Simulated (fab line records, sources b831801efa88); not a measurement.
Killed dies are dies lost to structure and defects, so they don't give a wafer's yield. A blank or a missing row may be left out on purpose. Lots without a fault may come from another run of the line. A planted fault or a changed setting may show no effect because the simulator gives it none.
A struck lot beside a sound one | flow sky130 | 38 steps out of a route of 708
Sound: wafers L221.1, L221.2, L221.6. Struck: wafer L237.5. (L237.1 of the same lot was not struck and is left out.) The cause comes at the end.
At each step with rows: each side's tool, then ch and its chambers, then its first start. Under that, the readings that differ: sound wafers | struck wafers | difference of the means | sigmas: that difference in standard deviations of wafers without a fault.
alike: readings whose means differ by less than 2 such deviations, and words and numbers that are the same on both sides. not compared: withheld readings, readings that some wafer has no value for, bounds like >300 that may hide the same value, and numbers for which the record gives no deviation and whose values overlap.
The two part at a step that has a row with sigmas, a row that says differs or no value, or rows on one side only. Numbers that don't overlap but have no deviation are shown without sigmas and don't part them. A reading that every wafer of one side lacks parts them only if that side has two wafers or more.

first, 9 steps without rows for these wafers: SKY_VIA2_SPUTTER_20 (material TiN, target thk 20 nm, time 80 s); SKY_VIA2_CVD_21 (deposits W, target thk 420 nm, time 126.4 s); SKY_VIA2_CMP_24 (polishes, stops on SiO2, t overpolish 20 s, target thk 0 nm); SKY_METAL3_SPUTTER_00 (material Ti, target thk 15 nm, time 10 s); SKY_METAL3_SPUTTER_01 (material TiN, target thk 20 nm, time 16.7 s); SKY_METAL3_SPUTTER_02 (material AlCu, target thk 735 nm, time 39.1 s); SKY_METAL3_SPUTTER_03 (material Ti, target thk 5 nm, time 3.3 s); SKY_METAL3_SPUTTER_04 (material TiN, target thk 70 nm, time 58.3 s); SKY_CAPM_CVD_00 (deposits SiO2, target thk 15.5 nm).
SKY_CAPM_SPUTTER_02: material TiN, target thk 200 nm, time 166.7 s.
  sound on pvd_sputter-03, day 37 07:16; struck on pvd_sputter-03, day 41 16:53
  reading                                  | sound           | struck | difference | sigmas
  model.TiN_of_CAPM_SPUTTER_02.thk_nm (nm) | 199.1 201.6 200 | 134.6  | -65.6      |
  alike: cathode_dc_power_W, throttle_valve_pct
SKY_CAPM_RS_MEAS_03: measures by four-point-probe.
  sound on film_metro-04, day 37 07:23; struck on film_metro-04, day 41 16:59
  reading              | sound          | struck | difference | sigmas
  CAPM_TIN_RS (ohm/sq) | 6.96 6.88 6.92 | 10.42  | +3.50      | +47
SKY_CAPM_THK_MEAS_04: measures by xrf.
  sound on film_metro-04, day 37 07:30; struck on film_metro-04, day 41 17:07
  reading           | sound             | struck | difference | sigmas
  CAPM_TIN_THK (nm) | 198.5 200.8 198.8 | 134.4  | -65.0      | -27
then, 7 steps without rows for these wafers: SKY_CAPM_DEHYDRATE_05 (time 60 s); SKY_CAPM_HMDS_06 (prime time 60 s); SKY_CAPM_COAT_07 (resist thk 1140 nm); SKY_CAPM_SOFTBAKE_08 (time 60 s); SKY_CAPM_EXPOSE_09 (exposes mask CAPM, target cd 1000 nm); SKY_CAPM_PEB_10; SKY_CAPM_DEVELOP_11 (develop time 60 s).
SKY_CAPM_METAL_ETCH_13: etches TiN in Cl2/BCl3, stops on SiO2, target depth 220 nm, time 62.9 s.
  sound on rie_metal-03 ch 0,1, day 38 09:04; struck on rie_metal-04 ch 0, day 42 16:14
  reading                | sound                | struck | difference | sigmas
  bias_w (W)             | 48.21 48.42 48.39    | 48.72  | +0.38      | +3
  oes_product_au (a.u.)  | 0.939 0.942 0.941    | 0.763  | -0.178     | -23
  throttle_valve_pct (%) | 21.902 21.903 21.898 | 22.024 | +0.123     | +14
  alike: drypump_motor_current_A
  not compared: rf_hours_counter_h
then, 16 steps without rows for these wafers: SKY_CAPM_STRIP_14 (strips in O2/N2); SKY_CAPM_STRIP_15 (strips in post etch residue remover, time 1200 s); SKY_CAPM_CLEAN_16 (cleans in IPA, time 180 s); SKY_CAPM_CLEAN_17 (cleans in O3/DIW); SKY_METAL3_DEHYDRATE_05 (time 60 s); SKY_METAL3_HMDS_06 (prime time 60 s); SKY_METAL3_COAT_07 (resist thk 60 nm); SKY_METAL3_COAT_08 (resist thk 1140 nm); SKY_METAL3_SOFTBAKE_09 (time 90 s); SKY_METAL3_EXPOSE_10 (exposes mask MM3, target cd 300 nm); SKY_METAL3_PEB_11; SKY_METAL3_DEVELOP_12 (develop time 60 s); SKY_METAL3_DESCUM_15 (chemistry O2, time 8 s); SKY_METAL3_ETCH_16 (etches BARC in N2/H2, stops on SiO2, time 88.2 s, target depth 60 nm); SKY_METAL3_ETCH_17 (etches SiO2 in C4F8/O2/Ar, stops on TiN, time 3.9 s, target depth 15 nm); SKY_METAL3_METAL_ETCH_18 (etches the open film in Cl2/BCl3, stops on SiO2, target depth 845 nm, time 183.1 s).
SKY_METAL3_STRIP_20: strips in post etch residue remover, time 1200 s.
  sound on wet_bench-02 ch 0, day 39 10:55; struck on wet_bench-03 ch 1, day 43 16:55
  reading                                  | sound             | struck | difference | sigmas
  model.TiN_of_CAPM_SPUTTER_02.thk_nm (nm) | 198.3 200.8 199.2 | 133.7  | -65.7      |
then, 1 step without rows for these wafers: SKY_PAD_OPEN_PROBE_99.

WHERE THEY PART
First at SKY_CAPM_RS_MEAS_03; last, within this record, at SKY_CAPM_METAL_ETCH_13.

WHY: what the simulator had put in
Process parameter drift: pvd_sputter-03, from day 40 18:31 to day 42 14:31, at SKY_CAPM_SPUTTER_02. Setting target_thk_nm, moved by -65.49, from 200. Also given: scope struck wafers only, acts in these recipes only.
